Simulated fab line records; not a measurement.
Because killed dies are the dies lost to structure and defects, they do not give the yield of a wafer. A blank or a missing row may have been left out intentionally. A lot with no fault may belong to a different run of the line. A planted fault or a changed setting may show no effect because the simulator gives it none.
Problem report in the 8D (eight disciplines) form, filled by code + flow gf180mcu + the parts of the form that need people (team, actions taken, sign-off) are left out

1. WHAT IS WRONG
Wafers without a fault read 141.1 s, standard deviation 0.42; run_length_s at GF_STI_ETCH_13 reads a mean of 149.2 s on 6 wafers belonging to 2 lots. Measured from the usual mean, that is +19 standard deviations.
The step: etches the open film in CHF3/O2, stops on Si, target depth 282.31 nm, time 112.9 s.
First observed at day 3 19:11: wafer L587.1, on rie_diel-01. At this step, 33 wafers from 11 lots have a number in the record. Rule for "out", or "out of limits": more than 4 standard deviations from the usual mean. The rest of the wafers with a number are treated as sound.

2. WHAT IT IS, WHAT IT ISN'T
| question                    | is                           | is not                                                                                                  |
|-----------------------------|------------------------------|---------------------------------------------------------------------------------------------------------|
| which readings at this step | run_length_s, oes_product_au | chf3_flow_sccm, drypump_motor_current_A                                                                 |
| which lots                  | L587, L588                   | L579, L580, L589, L591, L593, L595, L596, L598, L602                                                    |
| which wafers of those lots  | all that have a number       | -                                                                                                       |
| read on which tools         | rie_diel-01                  | rie_diel-03, rie_diel-04                                                                                |
| when                        | from day 3 19:11             | up to then (6 sound wafers); but 21 sound wafers of L589, L591, L593, L595, L596, L598, L602 came after |

3. SUSPECTS, AND WHAT RULES EACH OUT
Counting: any tool at a process step up to the reading is kept as a suspect provided that every lot that is out went through it and no sound lot did after the first of them.
- rie_diel-01 at GF_STI_ETCH_13 (etches the open film in CHF3/O2, stops on Si, target depth 282.31 nm, time 112.9 s): kept. All lots that are out passed through it, beginning with L587 at day 3 19:11, and no sound lot followed; its final sound lot before that point was L579 at day 2 03:58. Its own oes_product_au, run_length_s readings are out on those wafers.
Left after counting: rie_diel-01 at GF_STI_ETCH_13.

4. THE CAUSE (what the simulator had put in)
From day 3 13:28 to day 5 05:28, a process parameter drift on rie_diel-01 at GF_STI_ETCH_13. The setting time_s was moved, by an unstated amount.
After counting, this tool was the only one left.

5. SEQUENCE OF EFFECTS, ordered by route
Each row: a reading where the mean over the struck wafers with a number is more than 3 standard deviations away from the usual. Readings are gone through only where the record gives a usual standard deviation; hours: the median, over the lots, of the time from a lot's start at the first step in this table giving one to that lot's start at this step; sigmas: the change measured in usual standard deviations.
| hours | step            | reading                  | usual      | on struck wafers | change | sigmas |
|-------|-----------------|--------------------------|------------|------------------|--------|--------|
| 0     | GF_STI_ETCH_13  | oes_product_au           | 0.832 a.u. | 0.798            | -0.034 | -5.9   |
| 0     | GF_STI_ETCH_13  | run_length_s             | 141.1 s    | 149.2            | +8.1   | +19    |
| 0     | GF_STI_STRIP_15 | strip_time_to_endpoint_s | 3.74 s     | 3.54             | -0.20  | -4.6   |
It contains these process steps:
- GF_STI_ETCH_13: etches the open film in CHF3/O2, stops on Si, target depth 282.31 nm, time 112.9 s.
- GF_STI_STRIP_15: strips in O2/N2.

6. WHAT WOULD HAVE CAUGHT IT SOONER
In this record the first reading out of limits was taken at day 3 19:11, 6 hours after the fault began at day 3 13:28.
